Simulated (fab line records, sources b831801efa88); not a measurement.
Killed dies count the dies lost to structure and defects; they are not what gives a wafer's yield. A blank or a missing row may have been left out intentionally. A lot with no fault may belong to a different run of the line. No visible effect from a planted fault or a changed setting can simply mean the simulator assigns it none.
Comparing a struck lot with a sound one | flow sky130 | 15 steps out of a route of 708
Sound: these wafers, L893.1, L893.2, L893.4. Wafers struck: L909.1, L909.2, L909.5. The cause is named last.
Order at every step that has rows: each side's tool, ch and its chambers, its first start. Under that, the readings that differ: sound wafers | struck wafers | difference of the means | sigmas: that difference in standard deviations of wafers without a fault.
alike: readings with means less than 2 such deviations apart, plus words and numbers identical on both sides. not compared: withheld readings, readings lacking a value on some wafer, bounds such as >300 that could conceal the same value, and numbers that have no deviation in the record and whose values overlap.
A row with sigmas, a row that says differs or no value, or rows on one side alone: a step with any of these is where the two part. Numbers that don't overlap but have no deviation are shown without sigmas and don't part them. A reading that every wafer of one side lacks parts them only if that side has two wafers or more.

SKY_SONOS_ONO_THK_MEAS_03:
  sound: film-metro-02 at day 12 23:40; struck: film-metro-03 at day 18 12:38
  reading                   | sound             | struck            | difference | sigmas
  SONOS_ONO_CVD_02_THK (nm) | 10.32 10.37 10.40 | 10.71 10.85 10.65 | +0.37      | +2
then, 1 step without rows for these wafers: SKY_SONOS_ONO_CVD_04 (deposits SiO2 from SiH4/N2O, target thk 5.7199 nm).
SKY_SONOS_ONO_THK_MEAS_05:
  sound: film-metro-04 at day 13 00:58; struck: film-metro-04 at day 18 13:57
  alike: SONOS_ONO_CVD_04_THK
then, 7 steps without rows for these wafers: SKY_SONOS_ONO_DEHYDRATE_06 (time 60 s); SKY_SONOS_ONO_HMDS_07 (prime time 60 s); SKY_SONOS_ONO_COAT_08 (resist thk 1140 nm); SKY_SONOS_ONO_SOFTBAKE_09 (time 60 s); SKY_SONOS_ONO_EXPOSE_10 (exposes mask ONOM, target cd 410 nm); SKY_SONOS_ONO_PEB_11; SKY_SONOS_ONO_DEVELOP_12 (develop time 60 s).
SKY_SONOS_ONO_CD_MEAS_13: target cd 410 nm.
  sound: cd-sem-01 at day 14 02:11; struck: cd-sem-01 at day 19 20:49
  reading    | sound             | struck            | difference | sigmas
  cd-nm (nm) | 405.5 403.9 405.7 | 410.6 410.3 409.6 | +5.1       | +2
SKY_SONOS_ONO_OVL_MEAS_14:
  sound: overlay-02 at day 14 02:18; struck: overlay-02 at day 19 20:56
  alike: SONOS_ONO_OVL
SKY_SONOS_ONO_ETCH_15: etches the open film in CHF3/O2, target depth 19.52 nm, time 8.167 s.
  sound on rie-diel-04 ch 1,3, day 14 02:20; struck on rie-diel-04 ch 1,3, day 19 20:59
  reading                               | sound             | struck            | difference | sigmas
  oes-product-au (a.u.)                 | 1.009 1.005 1.006 | 1.035 1.041 1.038 | +0.031     | +4
  model.etch.depth-nm (nm)              | 20.8 20.7 20.78   | 21.73 21.66 21.65 | +0.92      |
  model.SONOS_ONO.feature-depth-nm (nm) | 20.8 20.7 20.78   | 21.73 21.66 21.65 | +0.92      |
  alike: drypump-motor-current-A, throttle-valve-pct
  not compared: rf-hours-counter-h
then, 1 step without rows for these wafers: SKY_SONOS_ONO_WET_ETCH_16 (etches SiO2 in dHF, target depth 14 nm, time 280 s).
SKY_PAD_OPEN_PROBE_99:
  rows exist in the record for the sound wafers here (prober-01, day 46 17:43), none for the struck ones

## WHERE THEY PART
First at SKY_SONOS_ONO_THK_MEAS_03; last, within this record, at SKY_PAD_OPEN_PROBE_99.

WHY: the cause the simulator had injected
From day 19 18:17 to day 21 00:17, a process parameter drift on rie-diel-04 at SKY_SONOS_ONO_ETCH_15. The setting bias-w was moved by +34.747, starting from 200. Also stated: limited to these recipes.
